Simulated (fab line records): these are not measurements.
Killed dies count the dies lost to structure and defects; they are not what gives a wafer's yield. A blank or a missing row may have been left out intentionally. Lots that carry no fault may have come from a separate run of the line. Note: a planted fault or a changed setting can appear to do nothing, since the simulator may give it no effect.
Which of the tools did it? | flow gf180mcu | 6 lots with 18 wafers sampled at 4 steps, on a route of 602 steps

## WHAT THE GAUGES READ, wafer by wafer
GF_MIM_THK_MEAS_06.
lot  | measured     | on            | MIM_CVD_05_THK (nm)
L225 | day 27 20:52 | film metro-02 | 42.1 42.8 42.4
L227 | day 25 07:58 | film metro-02 | 41.2 41.8 42.1
L229 | day 25 23:51 | film metro-04 | 41.3 40.8 42.5
L232 | day 27 11:04 | film metro-03 | 41.2 42.2 41.8
L235 | day 28 11:09 | film metro-03 | 42.4 42.1 42.3
L240 | day 29 15:13 | film metro-02 | 42.2 42.7 42.2

## WHAT TOOL EACH LOT RAN ON (gives the tool, then ch and the chambers of the sampled wafers, and finally the start)
lot  | GF_V2_SPUTTER_21             | GF_MIM_SPUTTER_00            | GF_MIM_SPUTTER_02
L225 | pvd sputter-01, day 20 15:32 | pvd sputter-02, day 27 20:36 | pvd sputter-02, day 27 20:44
L227 | pvd sputter-03, day 21 05:32 | pvd sputter-04, day 25 07:43 | pvd sputter-04, day 25 07:50
L229 | pvd sputter-03, day 22 01:13 | pvd sputter-02, day 25 23:35 | pvd sputter-02, day 25 23:43
L232 | pvd sputter-04, day 23 14:48 | pvd sputter-04, day 27 10:49 | pvd sputter-04, day 27 10:56
L235 | pvd sputter-04, day 24 17:46 | pvd sputter-02, day 28 10:53 | pvd sputter-02, day 28 11:01
L240 | pvd sputter-04, day 26 00:19 | pvd sputter-01, day 29 14:58 | pvd sputter-01, day 29 15:06
- GF_V2_SPUTTER_21: material Ti, target thk 15 nm, time 80.02 s.
- GF_MIM_SPUTTER_00: material Ti, target thk 37.5 nm, time 150 s.
- GF_MIM_SPUTTER_02: material AlCu, target thk 450 nm, time 23.9 s.

## THE ANSWER, worked out from the rows above alone
Rule: the usual values come from the lots themselves. The widest of any qualifying gaps counts: lots, ordered by their means at a reading, are off when they make up no more than a third of the lots, leave a main group of 4 or more, and stand apart from it by 3 or more times the standard deviation of that group's means. The tables above print the reading to a certain number of digits; a main group whose means all agree to those digits is not used. Also off: a lot with no number at a reading for which 4 or more lots have one. Where the step has rows for the other lots, those lots are counted as sound.
No lot is off at any reading shown: from this, nothing can be told.

## WHAT HAD BEEN PUT IN BY THE SIMULATOR
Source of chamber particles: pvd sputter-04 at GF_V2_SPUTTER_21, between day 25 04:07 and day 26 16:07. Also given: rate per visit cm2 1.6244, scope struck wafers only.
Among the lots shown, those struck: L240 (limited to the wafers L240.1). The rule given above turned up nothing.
